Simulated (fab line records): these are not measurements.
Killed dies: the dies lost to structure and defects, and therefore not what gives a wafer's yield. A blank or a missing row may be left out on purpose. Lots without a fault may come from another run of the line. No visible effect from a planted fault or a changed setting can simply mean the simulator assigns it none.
2 desks looking at one fault || flow sky130 || every desk sees just its own numbers, and what lay behind them comes last

FOR THE TOOL OWNER'S DESK: rie metal-04
The tool's own readings at SKY_METAL4_ETCH_16 (etches BARC in N2/H2, stops on SiO2, time 88.2 s, target depth 60 nm): means of the sampled wafers that have a number, for each lot that ran on this tool. Any lot whose mean is over 4 standard deviations away from the usual mean is out of limits and marked OUT; that distance is given in the brackets.
Columns: A = drypump motor current A at SKY_METAL4_ETCH_16, usual 5.9 A; B = oes product au at SKY_METAL4_ETCH_16, usual 0.625 a.u.; C = run length s at SKY_METAL4_ETCH_16, usual 116.7 s; D = throttle valve pct at SKY_METAL4_ETCH_16, usual 13.205 %
{"lot": "L972", "first seen here": "day 43 04:11", "A": 6.4, "B": 0.624, "C": 116.5, "D": 13.212}
{"lot": "L974", "first seen here": "day 43 09:38", "A": 6.2, "B": 0.622, "C": 116.6, "D": 13.204}
{"lot": "L975", "first seen here": "day 43 21:44", "A": 6.0, "B": 0.623, "C": 116.4, "D": 13.196}
{"lot": "L980", "first seen here": "day 45 02:24", "A": 6.6, "B": "0.956 (+72) OUT", "C": "81.9 (-52) OUT", "D": 13.229}
{"lot": "L981", "first seen here": "day 45 07:50", "A": 6.4, "B": "0.955 (+72) OUT", "C": "81.8 (-52) OUT", "D": 13.231}
{"lot": "L983", "first seen here": "day 45 17:20", "A": 6.3, "B": "0.958 (+72) OUT", "C": "81.7 (-52) OUT", "D": 13.235}
This desk's verdict: out of limits on L980, L981, L983, starting with L980 at day 45 02:24 (oes product au at SKY_METAL4_ETCH_16). Within limits: L972, L974, L975.

FROM THE METROLOGY DESK
What the gauges read, lot by lot, whatever tool the lot ran on: means of the sampled wafers that have a number. Any lot whose mean is over 4 standard deviations away from the usual mean is out of limits and marked OUT; that distance is given in the brackets.
Columns: A = VIA4_OVL at SKY_VIA4_OVL_MEAS_11, usual 0.0 nm
{"lot": "L972", "first seen here": "day 44 04:12", "A": -0.9}
{"lot": "L974", "first seen here": "day 44 09:43", "A": 1.3}
{"lot": "L975", "first seen here": "day 44 21:33", "A": 1.4}
{"lot": "L980", "first seen here": "day 46 00:50", "A": 1.2}
{"lot": "L981", "first seen here": "day 46 06:30", "A": -1.4}
{"lot": "L982", "first seen here": "day 46 10:49", "A": -0.3}
{"lot": "L983", "first seen here": "day 46 15:37", "A": -1.0}
{"lot": "L985", "first seen here": "day 47 07:49", "A": -1.0}
{"lot": "L987", "first seen here": "day 47 12:56", "A": -1.3}
{"lot": "L991", "first seen here": "day 48 13:57", "A": -2.0}
{"lot": "L992", "first seen here": "day 48 17:31", "A": 0.9}
Result from this desk: across the 11 lots, nothing is out of limits.

ALL TOGETHER
On L980, L981, L983, at day 45 02:24, an alarm was possible from the tool owner's desk.
The metrology desk saw nothing out of limits.
The metrology desk has L980, L981, L983 on record, within its limits.
All the named lots went through SKY_METAL4_ETCH_16 on rie metal-04.

WHAT WAS PUT IN BY THE SIMULATOR
Process parameters drifting: rie metal-04 at SKY_METAL4_ETCH_16, beginning at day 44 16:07. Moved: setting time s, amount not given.
Struck lots among those shown: L980, L981, L983.
Time in hours from fault onset to the first out-of-limits reading at each desk: the tool owner's desk, 10.
